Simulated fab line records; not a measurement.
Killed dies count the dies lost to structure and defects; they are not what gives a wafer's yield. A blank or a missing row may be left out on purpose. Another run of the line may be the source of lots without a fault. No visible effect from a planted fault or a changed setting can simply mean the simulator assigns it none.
Comparing a struck lot with a sound one / flow sky130 / 17 steps out of a route of 708
Sound: these wafers, L716.1, L716.2, L716.5. Wafers L706.2, L706.5, L706.6 were the ones struck. The cause is given at the end.
Each step with rows lists, per side, the tool, then ch with its chambers, then its first start. Under that, the readings that differ: sound wafers / struck wafers / difference of the means / sigmas: that difference in standard deviations of wafers without a fault.
alike: readings whose means differ by less than 2 such deviations, and words and numbers that are the same on both sides. not compared: withheld readings, readings that some wafer has no value for, bounds like >300 that may hide the same value, and numbers for which the record gives no deviation and whose values overlap.
The two part at a step that has a row with sigmas, a row that says differs or no value, or rows on one side only. Non-overlapping numbers with no deviation appear without sigmas and do not part them. A reading that every wafer of one side lacks parts them only if that side has two wafers or more.

first, 1 step without rows for these wafers: SKY_VT_ADJUST_NCORE_IMPLANT_09.
SKY_VT_ADJUST_NCORE_STRIP_10: strips in O2/N2.
  sound on plasma-asher-01 ch 0,1, day 13 17:52; struck on plasma-asher-03 ch 0,1, day 10 16:58
  alike: drypump-motor-current-A, o2-flow-sccm, oes-product-au, strip-time-to-endpoint-s
  not compared: rf-hours-counter-h
SKY_VT_ADJUST_NCORE_TW_MEAS_11:
  struck on film-metro-02, day 10 17:05; sound on film-metro-04, day 13 17:58
  alike: VT_ADJUST_NCORE_TW
then, 7 steps without rows for these wafers: SKY_VT_ADJUST_HVTR_DEHYDRATE_00 (time 60 s); SKY_VT_ADJUST_HVTR_HMDS_01 (prime time 60 s); SKY_VT_ADJUST_HVTR_COAT_02 (resist thk 1133 nm); SKY_VT_ADJUST_HVTR_SOFTBAKE_03 (time 60 s); SKY_VT_ADJUST_HVTR_EXPOSE_04 (exposes mask HVTRM, target cd 380 nm); SKY_VT_ADJUST_HVTR_PEB_05; SKY_VT_ADJUST_HVTR_DEVELOP_06 (develop time 60 s).
SKY_VT_ADJUST_HVTR_CD_MEAS_07 targets a cd of 380 nm.
  struck on cd-sem-01, day 11 15:56; sound on cd-sem-01, day 14 19:25
  alike: cd-nm
SKY_VT_ADJUST_HVTR_OVL_MEAS_08:
  struck on overlay-01, day 11 16:02; sound on overlay-01, day 14 19:32
  alike: VT_ADJUST_HVTR_OVL
SKY_VT_ADJUST_HVTR_IMPLANT_09:
  sound on implanter-04 ch 0, day 14 19:34; struck on implanter-03 ch 0, day 11 16:05
reading=beam-on-s (s); sound=9.76 10.27 10.12; struck=11.86 12.06 12.39; difference=+2.05; sigmas=+10
reading=end-station-pressure-torr (Torr); sound=4.73e-06 5.07e-06 4.7e-06; struck=9.578e-05 9.652e-05 9.31e-05; difference=+9.030e-05; sigmas=+99 or more
reading=faraday-current-uA; sound=12.13 11.56 11.68; struck=10.06 9.96 9.66; difference=-1.90; sigmas=-8
SKY_VT_ADJUST_HVTR_STRIP_10: strips in O2/N2.
  sound on plasma-asher-02 ch 0,1, day 14 19:52; struck on plasma-asher-04 ch 0,1, day 11 16:13
  alike: drypump-motor-current-A, o2-flow-sccm, oes-product-au, strip-time-to-endpoint-s
  not compared: rf-hours-counter-h
SKY_VT_ADJUST_HVTR_TW_MEAS_11:
  struck on film-metro-02, day 11 16:20; sound on film-metro-02, day 14 19:58
reading=VT_ADJUST_HVTR_TW; sound=206.6 206.9 208.1; struck=220.5 219.9 220.8; difference=+13.2; sigmas=+7
then, 1 step without rows for these wafers: SKY_VT_ADJUST_PCH_DEHYDRATE_00 (time 60 s).
-- record jumps: 36 days separate the struck wafers' starts on either side; left off in module VT_ADJUST_PCH, taken up again in module PAD_OPEN, whose first shown step is the route's number 708 --
SKY_PAD_OPEN_PROBE_99:
  struck on prober-02, day 47 17:57; sound on prober-01, day 49 21:46
reading=killed-dies; sound=68 83 67; struck=90 104 92; difference=+23; sigmas=+3
reading=killed-open; sound=33 50 34; struck=51 50 57; difference=+14; sigmas=+2
reading=model.etest.pfet_01v8_mvt.drive-ua-um; sound=154.8 150.9 150.6; struck=157.1 157.3 160.8; difference=+6.3; sigmas=
reading=model.etest.pfet_01v8_mvt.off-log10-a-um; sound=-10.51 -10.7 -10.62; struck=-9.754 -9.743 -9.618; difference=+0.905; sigmas=
reading=model.etest.pfet_01v8_mvt.vt-sat-v (V); sound=-0.5528 -0.5618 -0.5556; struck=-0.4899 -0.4915 -0.4742; difference=+0.0715; sigmas=
reading=model.etest.pfet_01v8_mvt.vt-v (V); sound=-0.6509 -0.6545 -0.6517; struck=-0.5905 -0.5896 -0.5811; difference=+0.0653; sigmas=
reading=model.etest.pfet_01v8_mvt.vt-long-v (V); sound=-0.8617 -0.8616 -0.8639; struck=-0.8094 -0.8055 -0.806; difference=+0.0554; sigmas=
  alike: killed_at_M0_to_M3, killed_at_M4_up, killed-at-contacts, killed-at-front-end, killed-at-other, killed-short

== WHERE THEY PART ==
Earliest at SKY_VT_ADJUST_HVTR_IMPLANT_09; latest, in this record, at SKY_PAD_OPEN_PROBE_99.

WHY: what had been put in by the simulator
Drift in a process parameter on implanter-03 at SKY_VT_ADJUST_HVTR_IMPLANT_09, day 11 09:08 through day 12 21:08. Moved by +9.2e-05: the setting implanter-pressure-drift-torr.
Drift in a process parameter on implanter-03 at SKY_VT_ADJUST_HVTR_IMPLANT_09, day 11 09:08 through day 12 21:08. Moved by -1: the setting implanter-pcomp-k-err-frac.
